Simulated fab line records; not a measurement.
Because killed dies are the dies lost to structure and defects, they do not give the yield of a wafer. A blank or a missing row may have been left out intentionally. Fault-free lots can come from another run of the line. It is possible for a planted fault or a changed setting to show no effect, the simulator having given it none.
Which tool did it? ; flow gf180mcu ; Sampling: 11 lots, 33 wafers, 5 of 602 route steps

== WHAT THE GAUGES READ, wafer by wafer ==
GF_V3_THK_MEAS_03.
lot;measured;on;V3_CVD_02_THK (nm)
L349;day 21 09:35;film metro-02;849 851 864
L350;day 21 16:38;film metro-02;858 851 845
L352;day 22 15:05;film metro-03;872 849 854
L354;day 23 09:00;film metro-03;848 858 856
L356;day 23 21:55;film metro-02;886 890 909 887 891 909
L357;day 24 09:49;film metro-02;889 898 903 888 898 903
L362;day 26 01:37;film metro-01;847 857 868
L364;day 26 21:24;film metro-03;850 862 883
L366;day 27 06:03;film metro-01;855 850 856
L368;day 28 02:32;film metro-02;847 864 856
L369;day 28 04:26;film metro-03;834 835 860

== WHICH TOOL RAN EACH LOT (tool, then ch and the chambers of the sampled wafers, then the start) ==
lot;GF_V2_SPUTTER_22;GF_V2_CVD_23;GF_M3_SPUTTER_04;GF_V3_CVD_02
L349;pvd sputter-02, day 20 07:32;cvd w-02 ch 0,1, day 20 07:35;pvd sputter-04, day 20 08:21;pecvd-03 ch 0,2, day 21 09:31
L350;pvd sputter-02, day 20 14:49;cvd w-01 ch 0,1, day 20 14:51;pvd sputter-04, day 20 15:37;pecvd-04 ch 0,1,2, day 21 16:34
L352;pvd sputter-04, day 21 13:13;cvd w-02 ch 0,1, day 21 13:17;pvd sputter-03, day 21 14:01;pecvd-01 ch 0,1,2, day 22 15:01
L354;pvd sputter-02, day 22 07:43;cvd w-02 ch 0,1, day 22 07:46;pvd sputter-03, day 22 08:47;pecvd-04 ch 2, day 23 08:53
L356;pvd sputter-01, day 22 21:37;cvd w-02 ch 0,1, day 22 21:40;pvd sputter-03, day 22 22:26;pecvd-03 ch 0,2, day 23 21:51
L357;pvd sputter-01, day 23 09:37;cvd w-01 ch 0, day 23 09:40;pvd sputter-03, day 23 10:26;pecvd-03 ch 0,2, day 24 09:45
L362;pvd sputter-01, day 25 02:56;cvd w-02 ch 0,1, day 25 02:59;pvd sputter-04, day 25 03:45;pecvd-04 ch 1,2, day 26 01:32
L364;pvd sputter-01, day 25 22:20;cvd w-02 ch 0, day 25 22:22;pvd sputter-03, day 25 23:08;pecvd-04 ch 1,2, day 26 21:20
L366;pvd sputter-01, day 26 07:51;cvd w-02 ch 0,1, day 26 07:53;pvd sputter-02, day 26 08:40;pecvd-03 ch 0,1, day 27 05:59
L368;pvd sputter-04, day 27 04:40;cvd w-01 ch 0,1, day 27 04:41;pvd sputter-02, day 27 05:28;pecvd-03 ch 0,1,2, day 28 02:28
L369;pvd sputter-01, day 27 06:24;cvd w-01 ch 0,1, day 27 06:26;pvd sputter-04, day 27 07:13;pecvd-03 ch 0,2, day 28 04:22
- GF_V2_SPUTTER_22: material TiN, target thk 10 nm, time 40 s.
- GF_V2_CVD_23: deposits W, target thk 350 nm, time 104.94 s.
- GF_M3_SPUTTER_04: material TiN, target thk 50 nm, time 41.7 s.
- GF_V3_CVD_02: deposits SiO2 from TEOS, target thk 850 nm, time 94.851 s.

== AS READ BY THE TOOLS THEMSELVES (means over the sampled wafers that have a number; for cases with no such wafer, the mark the record gives instead) ==
GF_V2_SPUTTER_22.
lot;tool;chamber pressure pa (Pa);throttle valve pct (%)
L349;pvd sputter-02;5.006;29.5
L350;pvd sputter-02;5.003;29.5
L352;pvd sputter-04;5.011;30.5
L354;pvd sputter-02;5.019;30.4
L356;pvd sputter-01;4.993;29.9
L357;pvd sputter-01;5.000;29.9
L362;pvd sputter-01;5.002;29.5
L364;pvd sputter-01;5.007;30.3
L366;pvd sputter-01;5.010;29.4
L368;pvd sputter-04;4.999;29.4
L369;pvd sputter-01;4.992;29.6

GF_V2_CVD_23.
lot;tool;heater power w (W);susceptor temp C (C)
L349;cvd w-02;889;399.87
L350;cvd w-01;779;400.00
L352;cvd w-02;781;399.74
L354;cvd w-02;787;400.16
L356;cvd w-02;906;400.09
L357;cvd w-01;808;399.90
L362;cvd w-02;795;400.32
L364;cvd w-02;662;400.06
L366;cvd w-02;900;399.92
L368;cvd w-01;806;400.35
L369;cvd w-01;792;400.23

GF_M3_SPUTTER_04.
lot;tool;chamber pressure pa (Pa);throttle valve pct (%)
L349;pvd sputter-04;0.4003;28.9
L350;pvd sputter-04;0.4003;30.0
L352;pvd sputter-03;0.4012;29.7
L354;pvd sputter-03;0.3991;29.1
L356;pvd sputter-03;0.4000;29.3
L357;pvd sputter-03;0.3992;29.3
L362;pvd sputter-04;0.3998;28.9
L364;pvd sputter-03;0.4002;29.9
L366;pvd sputter-02;0.4001;29.6
L368;pvd sputter-02;0.4008;30.2
L369;pvd sputter-04;0.3999;29.5

GF_V3_CVD_02.
lot;tool;heater power w (W);rf fwd power W (W);susceptor temp C (C)
L349;pecvd-03;690;594.1;399.79
L350;pecvd-04;671;595.1;399.91
L352;pecvd-01;676;596.4;400.01
L354;pecvd-04;821;594.8;400.15
L356;pecvd-03;735;692.9;399.95
L357;pecvd-03;721;691.9;399.96
L362;pecvd-04;744;597.1;399.81
L364;pecvd-04;697;596.3;400.14
L366;pecvd-03;737;595.8;399.99
L368;pecvd-03;653;595.8;400.02
L369;pecvd-03;758;595.9;399.90

== THE ANSWER, worked out from the rows above alone ==
Rule: the lots themselves supply what counts as usual. Put in order of their means at a reading, lots are off if they are a third of the lots or fewer, leave a main group of 4 or more, and stand apart from it by a gap of 3 or more times the standard deviation of the main group's means; of several such gaps the widest counts. Not used: any main group whose means are identical at the precision the tables above print for the reading. A lot without any number at a reading at which 4 lots or more have one is off too. Any other lot the step has rows for is counted as sound. After the gauges, taken in route order, come the tools' own readings; for these a lot's mean is taken, as printed above. At the first step where some lot is off, the reading lying furthest off is the one used; lots without a number count as furthest.
Off: L356, L357, seen at GF_V3_THK_MEAS_03 (V3_CVD_02_THK). The main group has a mean of 855 nm with a standard deviation of 5.5.
If a tool, at a process step before that reading, ran all the lots that are off and no sound lot after the first of them, it fits. Not tried: the gauges at GF_V3_THK_MEAS_03; whatever is off there is also off at GF_V3_CVD_02, on other tools, and gauge error can't account for it. Of those tried, none fits.

== WHAT THE SIMULATOR PUT IN ==
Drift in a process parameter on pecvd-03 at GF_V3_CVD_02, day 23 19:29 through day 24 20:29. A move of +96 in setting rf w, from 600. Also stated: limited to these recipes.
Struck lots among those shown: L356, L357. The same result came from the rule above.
